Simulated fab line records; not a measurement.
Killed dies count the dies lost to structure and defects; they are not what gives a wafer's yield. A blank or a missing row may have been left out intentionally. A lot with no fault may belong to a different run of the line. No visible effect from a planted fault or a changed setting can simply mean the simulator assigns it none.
Chamber matching	flow gf180mcu	cmp-01 running GF_V4_CMP_04: 4 sister chambers
The step polishes SiO2. 8 wafers are shown with their chamber, then 12 later ones without.

== EACH WAFER AND ITS CHAMBER ==
wafer	chamber	motor current A (A)	time to endpoint s (s)
L083.6	2	12.2	83
L090.4	2	11.4	70
L091.2	3	10.2	69
L091.3	1	11.3	75
L091.6	0	11.6	80
L093.1	1	11.6	77
L093.3	3	11.1	63
L093.6	0	12.3	78

== WAFERS WITHOUT THEIR CHAMBER ==
wafer	motor current A (A)	time to endpoint s (s)
L094.1	11.9	70
L094.4	10.7	75
L094.5	12.0	71
L095.1	11.3	70
L095.3	12.3	69
L095.4	11.1	73
L096.2	11.2	68
L096.4	11.8	73
L096.5	11.1	89
L097.1	11.8	68
L097.2	11.2	72
L097.6	11.4	74

== WHICH CHAMBER EACH WENT THROUGH ==
wafer	from the rows above	in truth
L094.1	can't be placed: 2 or 1 or 0 or 3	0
L094.4	can't be placed: 1 or 3 or 2 or 0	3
L094.5	can't be placed: 2 or 1 or 0 or 3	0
L095.1	can't be placed: 1 or 3 or 2 or 0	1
L095.3	can't be placed: 2 or 0 or 1 or 3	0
L095.4	can't be placed: 1 or 2 or 3 or 0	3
L096.2	can't be placed: 3 or 1 or 2 or 0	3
L096.4	can't be placed: 2 or 1 or 0 or 3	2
L096.5	can't be placed: 0 or 1 or 2 or 3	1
L097.1	can't be placed: 2 or 1 or 0 or 3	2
L097.2	can't be placed: 1 or 2 or 3 or 0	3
L097.6	can't be placed: 1 or 2 or 0 or 3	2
0 of 12 placed correctly. Can't be placed from these rows: 12 (the true chamber is among the candidates in 12). Placed wrongly: 0.
How it was worked out, from the rows above alone: a wafer's distance from a chamber is the root of the sum, over the readings, of the square of ((its reading less the chamber's mean) divided by the reading's scatter). If the next closest chamber is less than 2 further off than the closest, the wafer can't be placed; otherwise it belongs to the closest. The mean given for a chamber averages the wafers shown for that chamber. The scatter: take each reading less its chamber's mean, square it, sum over the shown wafers, divide by the number of wafers less the number of chambers, and take the root.
